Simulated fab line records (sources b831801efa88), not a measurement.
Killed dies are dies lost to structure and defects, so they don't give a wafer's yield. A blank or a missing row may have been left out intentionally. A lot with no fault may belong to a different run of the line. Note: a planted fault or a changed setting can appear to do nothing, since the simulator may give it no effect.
Matching of chambers / flow sfqLine / SFQ_TRILAYER_I2_CMP_CMP_064 on cmp-01: 4 sister chambers
The step polishes SiO2. 4 wafers are shown with their chamber, then 8 later ones without.

WAFERS WITH THEIR CHAMBER
wafer=L307.3; chamber=3; motorCurrentA (A)=13.0
wafer=L307.1; chamber=2; motorCurrentA (A)=8.3
wafer=L307.6; chamber=0; motorCurrentA (A)=8.3
wafer=L309.1; chamber=1; motorCurrentA (A)=9.9

WAFERS WHOSE CHAMBER IS MISSING
wafer=L309.4; motorCurrentA (A)=8.4
wafer=L309.3; motorCurrentA (A)=13.0
wafer=L311.4; motorCurrentA (A)=10.3
wafer=L311.1; motorCurrentA (A)=12.9
wafer=L311.5; motorCurrentA (A)=8.2
wafer=L312.4; motorCurrentA (A)=8.2
wafer=L312.2; motorCurrentA (A)=10.2
wafer=L312.3; motorCurrentA (A)=8.5

EACH ONE'S CHAMBER
wafer=L309.4; from the rows above=can't be placed: 0 or 2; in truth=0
wafer=L309.3; from the rows above=3; in truth=3
wafer=L311.4; from the rows above=1; in truth=1
wafer=L311.1; from the rows above=3; in truth=3
wafer=L311.5; from the rows above=can't be placed: 0 or 2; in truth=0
wafer=L312.4; from the rows above=can't be placed: 0 or 2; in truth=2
wafer=L312.2; from the rows above=1; in truth=1
wafer=L312.3; from the rows above=can't be placed: 0 or 2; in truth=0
4 of 8 placed correctly. Can't be placed from these rows: 4 (the true chamber is among the candidates in 4). Placed wrongly: 0.
How it was worked out, from the rows above alone: a wafer's distance from a chamber is the root of the sum, over the readings, of the square of ((its reading less the chamber's mean) divided by the reading's scatter). The wafer belongs to the nearest chamber; if the next one is less than 2 further off, it can't be placed. The mean given for a chamber averages the wafers shown for that chamber. The scatter: with one shown wafer a chamber, the root of the mean of the squares of how far each hidden wafer lies from its nearest shown one.
